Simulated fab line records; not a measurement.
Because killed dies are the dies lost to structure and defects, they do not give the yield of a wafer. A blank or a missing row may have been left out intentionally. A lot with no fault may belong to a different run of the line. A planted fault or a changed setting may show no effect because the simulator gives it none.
fab line records -- flow sky130
[record] lots = 6, wafers = 18, lastDay = 50
route steps=708 shown VIA3@585 METAL4@598
lots that met no fault: from a run of the same line without faults
startH: hours from the record's first day to the start of the lot's first wafer shown -- waitH: how many hours have passed since the lot's step before this one -- " repeats the value in the row above -- L1.1+2: several wafers, shown together as one row -- - either no value or no given start -- * or withheld: withheld -- < > ~ a bound
route shown NAME@n: NAME is a module with steps in the file, n the number in the route of the first one -- usual: mean/standard deviation of fault-free wafers -- same: alike in all rows -- chamber/n: place in a boat -- sites: the reading at each site -- _std_site: their standard deviation -- _edge_site: mean of outer sites minus mean of inner sites -- radiusMm: how far each site lies from the wafer's centre -- mask NAME#n: copy n -- behind: the most recent tool/chamber to have shaped the wafer -- hold: cause of the lot's hold/its duration in hours/its outcome -- device: whichever transistor did not switch (one of n, p or np) -- end of line: the same wafers' tests at the end of the route -- a step with no rows: only its recipe -- killed: not the wafer's yield, but the dies lost to structure and defects at the first sort -- map: the dies of a wafer, with x for killed, . for not killed, _ for no die there
set.NAME: the setting as run; set.NAME@STEP: as run at that earlier step -- model.NAME: the simulator's own value behind a step, which no gauge read
certain route steps with their lots: each step a table, each wafer a row
services: when a tool's chamber went out of use (startH, in hours from the record's first day, below 0 if earlier), for how many hours, and the reason
[[steps]]
[step SKY_VIA3_CD_MEAS_12]
[recipe] targetCdNm = 200
[usual] cdNm = 200.3/1.4
lot.wafer,tool,chamber,startH,waitH,cdNm
L655.1,cdSem-02,-,1006.31,-,202.0
L655.4,cdSem-02,-,1006.31,-,203.6
L655.5,cdSem-02,-,1006.31,-,202.1
L656.2,cdSem-02,-,1009.57,-,203.0
L656.4,cdSem-02,-,1009.57,-,202.5
L656.6,cdSem-02,-,1009.57,-,201.8
L660.1,cdSem-02,-,1031.55,-,199.5
L660.2,cdSem-02,-,1031.55,-,198.4
L660.3,cdSem-02,-,1031.55,-,199.0
L664.1,cdSem-01,-,1060.45,-,199.2
L664.3,cdSem-01,-,1060.45,-,200.1
L664.5,cdSem-01,-,1060.45,-,200.0
L666.1,cdSem-01,-,1068.90,-,199.9
L666.5,cdSem-01,-,1068.90,-,199.4
L666.6,cdSem-01,-,1068.90,-,200.4
L668.1,cdSem-01,-,1080.11,-,200.7
L668.3,cdSem-01,-,1080.11,-,198.8
L668.4,cdSem-01,-,1080.11,-,199.9
[step SKY_VIA3_OVL_MEAS_13]
[usual] VIA3_OVL = -3/4.1
lot.wafer,tool,chamber,startH,waitH,VIA3_OVL[nm]
L655.1,overlay-01,-,1006.43,0.1,-11
L655.4,overlay-01,-,1006.43,0.1,-11
L655.5,overlay-01,-,1006.43,0.1,-6
L656.2,overlay-02,-,1009.68,0.1,0
L656.4,overlay-02,-,1009.68,0.1,2
L656.6,overlay-02,-,1009.68,0.1,2
L660.1,overlay-01,-,1031.67,0.1,0
L660.2,overlay-01,-,1031.67,0.1,3
L660.3,overlay-01,-,1031.67,0.1,0
L664.1,overlay-01,-,1060.57,0.1,0
L664.3,overlay-01,-,1060.57,0.1,-4
L664.5,overlay-01,-,1060.57,0.1,-4
L666.1,overlay-02,-,1069.02,0.1,0
L666.5,overlay-02,-,1069.02,0.1,-9
L666.6,overlay-02,-,1069.02,0.1,-3
L668.1,overlay-01,-,1080.23,0.1,-1
L668.3,overlay-01,-,1080.23,0.1,0
L668.4,overlay-01,-,1080.23,0.1,-3
[step SKY_VIA3_ETCH_14]
[recipe] chemistry = N2/H2, target = BARC, ionEnergyEv = 200, sourceW = 500, biasW = 100, pressureMtorr = 30, n2FlowSccm = 100, h2FlowSccm = 200, stopOn = SiO2, timeS = 45.9, targetDepthA = 600
[usual] biasW = 100.0/0.32, drypumpMotorCurrentA = 5.5/0.43, oesProductAu = 0.854/0.0045, throttleValvePct = 13.223/0.0097
lot.wafer,tool,chamber,startH,waitH,biasW,drypumpMotorCurrentA,oesProductAu,rfHoursCounterH,throttleValvePct
L655.1,rieDiel-03,0,1006.47,0.0,99.8,6.0,0.855,8,13.220
L655.4,rieDiel-03,1,1006.47,0.0,100.1,6.1,0.858,10,13.228
L655.5,rieDiel-03,3,1006.47,0.0,100.1,5.2,0.850,-,13.230
L656.2,rieDiel-03,2,1009.71,0.0,99.9,4.7,0.857,21,13.220
L656.4,rieDiel-03,0,1009.71,0.0,100.4,6.0,0.853,8,13.238
L656.6,rieDiel-03,0,1009.71,0.0,100.4,6.0,0.851,-,13.219
L660.1,rieDiel-04,2,1031.71,0.0,100.0,5.9,0.852,24,13.212
L660.2,rieDiel-04,0,1031.71,0.0,100.5,5.2,0.857,18,13.222
L660.3,rieDiel-04,1,1031.71,0.0,99.9,4.9,0.850,24,13.216
L664.1,rieDiel-02,2,1060.61,0.0,100.1,5.5,0.863,20,13.226
L664.3,rieDiel-02,0,1060.61,0.0,99.7,5.9,0.864,14,13.219
L664.5,rieDiel-02,3,1060.61,0.0,100.2,5.9,0.854,-,13.209
L666.1,rieDiel-04,1,1069.06,0.0,99.7,4.9,0.858,26,13.202
L666.5,rieDiel-04,2,1069.06,0.0,100.0,5.9,0.858,-,13.211
L666.6,rieDiel-04,1,1069.06,0.0,99.7,5.0,0.851,-,13.211
L668.1,rieDiel-02,1,1080.27,0.0,99.8,5.5,0.856,7,13.236
L668.3,rieDiel-02,0,1080.27,0.0,100.0,5.9,0.854,14,13.221
L668.4,rieDiel-02,2,1080.27,0.0,99.7,5.5,0.858,20,13.221
[step SKY_VIA3_ETCH_15]
[recipe] target = SiO2, chemistry = C4F8/O2/Ar, targetDepthNm = 507, stopOn = TiN, maskMaterial = KrF-thick, sourceW = 1500, biasW = 1200, pressureMtorr = 40, c4f8FlowSccm = withheld, O2_flow_sccm = 6, Ar_flow_sccm = 300, timeS = 78
[usual] biasW = 1199/3.6, oesProductAu = 0.945/0.0044
lot.wafer,tool,chamber,startH,waitH,biasW,oesProductAu,rfHoursCounterH
L655.1,rieDiel-03,0,1006.51,0.0,1196,0.940,8
L655.4,rieDiel-03,1,1006.51,0.0,1201,0.933,10
L655.5,rieDiel-03,3,1006.51,0.0,1197,0.951,-
L656.2,rieDiel-03,2,1009.75,0.0,1203,0.945,21
L656.4,rieDiel-03,0,1009.75,0.0,1204,0.947,8
L656.6,rieDiel-03,0,1009.75,0.0,1201,0.935,-
L660.1,rieDiel-04,2,1031.75,0.0,1207,0.942,24
L660.2,rieDiel-04,0,1031.75,0.0,1195,0.945,18
L660.3,rieDiel-04,1,1031.75,0.0,1197,0.941,24
L664.1,rieDiel-02,2,1060.65,0.0,1199,0.939,20
L664.3,rieDiel-02,0,1060.65,0.0,1204,0.948,14
L664.5,rieDiel-02,3,1060.65,0.0,1198,0.955,-
L666.1,rieDiel-04,1,1069.10,0.0,1198,0.944,26
L666.5,rieDiel-04,2,1069.10,0.0,1194,0.947,-
L666.6,rieDiel-04,1,1069.10,0.0,1194,0.950,-
L668.1,rieDiel-02,1,1080.31,0.0,1199,0.940,7
L668.3,rieDiel-02,0,1080.31,0.0,1202,0.936,14
L668.4,rieDiel-02,2,1080.31,0.0,1199,0.953,20
[step SKY_VIA3_STRIP_16]
[recipe] chemistry = O2/N2, powerW = 1400, pressureMtorr = 1500, platenTempC = withheld, o2FlowSccm = 3000, n2FlowSccm = 300, overashFraction = 0.5
[usual] drypumpMotorCurrentA = 5.6/0.38, oesProductAu = 0.402/0.0049, stripTimeToEndpointS = 4.140/0.023
lot.wafer,tool,chamber,startH,waitH,drypumpMotorCurrentA,oesProductAu,rfHoursCounterH,stripTimeToEndpointS
L655.1,plasmaAsher-04,1,1006.57,0.0,6.3,0.395,116,4.152
L655.4,plasmaAsher-04,0,1006.57,0.0,5.0,0.398,-,4.162
L655.5,plasmaAsher-04,0,1006.57,0.0,5.0,0.400,-,4.173
L656.2,plasmaAsher-04,0,1009.81,0.0,5.0,0.401,117,4.178
L656.4,plasmaAsher-04,0,1009.81,0.0,5.0,0.400,-,4.157
L656.6,plasmaAsher-04,0,1009.81,0.0,5.0,0.408,-,4.143
L660.1,plasmaAsher-03,1,1031.81,0.0,5.8,0.400,30,4.123
L660.2,plasmaAsher-03,0,1031.81,0.0,5.5,0.404,30,4.143
L660.3,plasmaAsher-03,0,1031.81,0.0,5.5,0.402,-,4.160
L664.1,plasmaAsher-03,0,1060.71,0.0,5.6,0.404,33,4.168
L664.3,plasmaAsher-03,1,1060.71,0.0,5.8,0.402,-,4.155
L664.5,plasmaAsher-03,0,1060.71,0.0,5.5,0.410,-,4.149
L666.1,plasmaAsher-02,1,1069.16,0.0,5.7,0.401,92,4.115
L666.5,plasmaAsher-02,1,1069.16,0.0,5.7,0.401,-,4.121
L666.6,plasmaAsher-02,0,1069.16,0.0,5.3,0.396,-,4.113
L668.1,plasmaAsher-04,1,1080.37,0.0,6.3,0.406,2,4.145
L668.3,plasmaAsher-04,1,1080.37,0.0,6.4,0.413,-,4.108
L668.4,plasmaAsher-04,0,1080.37,0.0,5.0,0.393,-,4.122
[step SKY_VIA3_STRIP_17]
[recipe] chemistry = postEtchResidueRemover, timeS = 1200, tempC = 72.5
[step SKY_VIA3_CLEAN_18]
[recipe] chemistry = IPA, timeS = 180, tempC = 25
[step SKY_VIA3_CLEAN_19]
[recipe] chemistry = O3/DIW, dry = n2Spin
[step SKY_VIA3_SPUTTER_20]
[recipe] material = TiN, targetThkNm = 20, chamberPressurePa = 5, powerW = 4000, timeS = 80
[usual] throttleValvePct = 30.3/1.4
lot.wafer,tool,chamber,startH,waitH,throttleValvePct
L655.1,pvdSputter-03,-,1007.17,0.0,30.6
L655.4,pvdSputter-03,-,1007.17,0.0,30.0
L655.5,pvdSputter-03,-,1007.17,0.0,30.6
L656.2,pvdSputter-04,-,1010.41,0.0,30.4
L656.4,pvdSputter-04,-,1010.41,0.0,29.0
L656.6,pvdSputter-04,-,1010.41,0.0,29.8
L660.1,pvdSputter-03,-,1032.43,0.0,28.9
L660.2,pvdSputter-03,-,1032.43,0.0,30.1
L660.3,pvdSputter-03,-,1032.43,0.0,30.7
L664.1,pvdSputter-02,-,1061.30,0.0,31.6
L664.3,pvdSputter-02,-,1061.30,0.0,33.7
L664.5,pvdSputter-02,-,1061.30,0.0,33.7
L666.1,pvdSputter-02,-,1069.76,0.0,31.7
L666.5,pvdSputter-02,-,1069.76,0.0,28.7
L666.6,pvdSputter-02,-,1069.76,0.0,33.5
L668.1,pvdSputter-04,-,1081.00,0.0,29.7
L668.3,pvdSputter-04,-,1081.00,0.0,29.1
L668.4,pvdSputter-04,-,1081.00,0.0,30.8
[step SKY_VIA3_CVD_21]
[recipe] material = W, targetThkNm = 390, timeS = 117.31, tempC = 400, pressureTorr = 40
[usual] heaterPowerW = 858/60, susceptorTempC = 399.99/0.21
lot.wafer,tool,chamber,startH,waitH,heaterPowerW,sinceWetCleanH,susceptorTempC
L655.1,cvdW-02,0,1007.23,0.0,768,603,399.79
L655.4,cvdW-02,1,1007.23,0.0,883,-,400.14
L655.5,cvdW-02,1,1007.23,0.0,904,-,400.50
L656.2,cvdW-01,1,1010.47,0.0,886,92,399.99
L656.4,cvdW-01,1,1010.47,0.0,914,-,399.96
L656.6,cvdW-01,0,1010.47,0.0,898,-,400.04
L660.1,cvdW-02,1,1032.49,0.0,910,629,400.22
L660.2,cvdW-02,0,1032.49,0.0,765,629,400.25
L660.3,cvdW-02,1,1032.49,0.0,875,-,400.08
L664.1,cvdW-01,1,1061.36,0.0,908,143,400.18
L664.3,cvdW-01,1,1061.36,0.0,936,-,400.02
L664.5,cvdW-01,0,1061.36,0.0,907,-,399.93
L666.1,cvdW-02,0,1069.82,0.0,758,666,400.31
L666.5,cvdW-02,0,1069.82,0.0,778,-,400.28
L666.6,cvdW-02,1,1069.82,0.0,898,-,399.86
L668.1,cvdW-01,0,1081.06,0.0,916,163,399.54
L668.3,cvdW-01,0,1081.06,0.0,905,-,399.69
L668.4,cvdW-01,1,1081.06,0.0,916,-,399.43
[step SKY_VIA3_RS_MEAS_22]
[recipe] thkMeasGauge = four-point-probe, reads = W_of_VIA3_CVD_21+TiN_of_VIA3_SPUTTER_20
[usual] VIA3_W_RS = 0.2932/0.0024
lot.wafer,tool,chamber,startH,waitH,VIA3_W_RS[ohm/sq]
L655.1,filmMetro-03,-,1007.35,0.1,0.2924
L655.4,filmMetro-03,-,1007.35,0.1,0.2928
L655.5,filmMetro-03,-,1007.35,0.1,0.2947
L656.2,filmMetro-01,-,1010.61,0.1,0.2946
L656.4,filmMetro-01,-,1010.61,0.1,0.2963
L656.6,filmMetro-01,-,1010.61,0.1,0.2939
L660.1,filmMetro-01,-,1032.62,0.1,0.2941
L660.2,filmMetro-01,-,1032.62,0.1,0.2954
L660.3,filmMetro-01,-,1032.62,0.1,0.2951
L664.1,filmMetro-02,-,1061.49,0.1,0.2964
L664.3,filmMetro-02,-,1061.49,0.1,0.2922
L664.5,filmMetro-02,-,1061.49,0.1,0.2908
L666.1,filmMetro-02,-,1069.94,0.1,0.2969
L666.5,filmMetro-02,-,1069.94,0.1,0.2968
L666.6,filmMetro-02,-,1069.94,0.1,0.2924
L668.1,filmMetro-02,-,1081.18,0.1,0.2951
L668.3,filmMetro-02,-,1081.18,0.1,0.2977
L668.4,filmMetro-02,-,1081.18,0.1,0.2955
[step SKY_VIA3_THK_MEAS_23]
[recipe] thkMeasGauge = xrf, reads = W_of_VIA3_CVD_21
[usual] VIA3_W_THK = 387/5.3
lot.wafer,tool,chamber,startH,waitH,VIA3_W_THK[nm]
L655.1,filmMetro-03,-,1007.47,0.1,382
L655.4,filmMetro-03,-,1007.47,0.1,385
L655.5,filmMetro-03,-,1007.47,0.1,380
L656.2,filmMetro-01,-,1010.72,0.1,384
L656.4,filmMetro-01,-,1010.72,0.1,380
L656.6,filmMetro-01,-,1010.72,0.1,384
L660.1,filmMetro-01,-,1032.74,0.1,381
L660.2,filmMetro-01,-,1032.74,0.1,381
L660.3,filmMetro-01,-,1032.74,0.1,385
L664.1,filmMetro-02,-,1061.61,0.1,380
L664.3,filmMetro-02,-,1061.61,0.1,389
L664.5,filmMetro-02,-,1061.61,0.1,388
L666.1,filmMetro-02,-,1070.06,0.1,382
L666.5,filmMetro-02,-,1070.06,0.1,383
L666.6,filmMetro-02,-,1070.06,0.1,390
L668.1,filmMetro-02,-,1081.30,0.1,383
L668.3,filmMetro-02,-,1081.30,0.1,380
L668.4,filmMetro-02,-,1081.30,0.1,382
[step SKY_VIA3_CMP_24]
[recipe] stopOn = SiO2, tOverpolishS = 20, downForcePsi = 3.5, platenRpm = 60, targetThkNm = 0, padVelocityMS = 0.94248
[usual] motorCurrentA = 10.6/1.3, overpolishRunS = 20.001/0.0093, timeToEndpointS = 95/3.5
lot.wafer,tool,chamber,startH,waitH,motorCurrentA,overpolishRunS,timeToEndpointS
L655.4,cmp-02,3,1007.53,0.0,10.9,20.001,89
L655.1,cmp-02,0,1007.53,0.0,10.8,20.016,92
L655.5,cmp-02,3,1007.53,0.0,11.2,19.999,89
L656.4,cmp-02,1,1010.82,0.1,9.9,19.997,92
L656.2,cmp-02,2,1010.82,0.1,9.3,20.005,96
L656.6,cmp-02,0,1010.82,0.1,11.5,19.995,97
L660.2,cmp-02,0,1032.80,0.0,11.4,0.037,147
L660.3,cmp-02,2,1032.80,0.0,9.3,20.012,93
L660.1,cmp-02,3,1032.80,0.0,11.8,0.053,148
L664.1,cmp-01,3,1061.72,0.1,9.8,19.970,96
L664.3,cmp-01,0,1061.72,0.1,11.6,19.994,98
L664.5,cmp-01,2,1061.72,0.1,12.6,20.000,100
L666.1,cmp-02,0,1070.27,0.2,10.7,0.037,148
L666.6,cmp-02,1,1070.27,0.2,9.7,20.019,95
L666.5,cmp-02,2,1070.27,0.2,9.3,20.004,96
L668.3,cmp-01,3,1081.36,0.0,9.5,20.011,93
L668.1,cmp-01,1,1081.36,0.0,8.9,20.000,93
L668.4,cmp-01,2,1081.36,0.0,13.3,20.000,91
[step SKY_METAL4_SPUTTER_00]
[recipe] material = Ti, targetThkNm = 15, powerW = 3000, timeS = 10, chamberPressurePa = 0.4
[[services]]
tool,chamber,startH,hours,kind
pvdSputter-04,-,983.99,1.9,repair
cmp-01,-,989.97,4.3,pm
plasmaAsher-04,-,997.25,2.8,pm
pvdSputter-02,-,1001.31,36.9,repair
plasmaAsher-02,-,1001.48,18.3,repair
cmp-01,-,1002.88,1.0,repair
plasmaAsher-03,-,1006.01,2.8,pm
cmp-01,-,1006.92,15.1,pm
rieDiel-04,-,1017.94,0.1,repair
cmp-01,-,1031.39,2.3,repair
cmp-02,-,1037.34,0.2,repair
cmp-02,-,1040.11,2.4,repair
plasmaAsher-04,-,1055.25,9.0,pm
plasmaAsher-04,0,1055.25,9.0,ventCycle
plasmaAsher-04,1,1055.25,9.0,ventCycle
pvdSputter-04,-,1057.39,14.6,repair
cvdW-02,-,1059.39,2.8,pm
plasmaAsher-04,0,1064.25,-,clean
plasmaAsher-04,1,1064.25,-,clean
rieDiel-03,-,1067.55,1.7,repair
pvdSputter-03,-,1072.37,1.8,repair
pvdSputter-03,-,1074.54,0.5,repair
plasmaAsher-02,-,1075.65,3.7,repair
[[key]]
[firstSign] step = SKY_VIA3_CMP_24, reading = overpolishRunS, direction = down, sigmas = 99+, usual = 20.001, struck = 0.042
[effect] step = SKY_VIA3_CMP_24, reading = timeToEndpointS, direction = up, sigmas = 15, usual = *, struck = *
metAt SKY_VIA3_CMP_24
struckWafers L660.1,L660.2,L666.1
laterRowsLeftOut L660.1,L660.2,L666.1
sortLeftOut L660.1,L660.2,L666.1
onsetBetween 1010.82 1032.80
[fault] kind = processParameterDrift, tool = cmp-02, chamber = -, onsetH = 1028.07, steps = SKY_VIA3_CMP_24, channel = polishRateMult, offset = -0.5, shape = step, endH = 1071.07, scope = struckWafersOnly
// sortLeftOut: the simulated sort isn't trusted on such a fault, so these wafers' sort isn't shown, and their yield isn't known
// laterRowsLeftOut: the simulator's readings of these wafers behind a module that went badly wrong aren't trusted and aren't shown, but for the sort
